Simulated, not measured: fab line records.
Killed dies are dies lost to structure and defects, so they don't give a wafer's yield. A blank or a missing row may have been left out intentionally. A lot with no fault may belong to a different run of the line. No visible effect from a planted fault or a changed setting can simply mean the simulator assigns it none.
Matching of chambers ; flow sky130 ; rie-diel-01 running SKY_CONTACT_ETCH_17: 4 sister chambers
The step etches SiO2 in C4F8/O2/Ar, stops on Si3N4, target depth 340 nm. 6 wafers are shown with their chamber, then 7 later ones without.

== WAFERS, EACH WITH ITS CHAMBER ==
wafer;chamber;oes-product-au (a.u.)
L667.6;2;0.886
L668.1;3;0.892
L668.2;1;0.895
L668.3;2;0.889
L669.1;0;0.892
L669.5;1;0.894

== WAFERS WHOSE CHAMBER IS MISSING ==
wafer;oes-product-au (a.u.)
L669.6;0.889
L670.1;0.898
L670.3;0.890
L670.4;0.898
L673.3;0.892
L673.4;0.881
L673.5;0.885

== WHICH CHAMBER EACH WENT THROUGH ==
wafer;from the rows above;in truth
L669.6;can't be placed: 2 or 0 or 3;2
L670.1;can't be placed: 1 or 0 or 3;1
L670.3;can't be placed: 0 or 3 or 2 or 1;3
L670.4;can't be placed: 1 or 0 or 3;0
L673.3;can't be placed: 0 or 3 or 1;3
L673.4;2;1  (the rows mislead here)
L673.5;2;2
Placed correctly: 1 of 7. From these rows, 5 cannot be placed; in 5 the true chamber is one of the candidates. Number placed wrongly: 1.
How it was worked out, from the rows above alone: a wafer's distance from a chamber is the root of the sum, over the readings, of the square of ((its reading less the chamber's mean) divided by the reading's scatter). The wafer belongs to the nearest chamber; if the next one is less than 2 further off, it can't be placed. A chamber's mean is the mean of its shown wafers. The scatter is the square root of a quotient: the sum, over the shown wafers, of each reading's squared deviation from its chamber's mean, divided by wafers minus chambers.
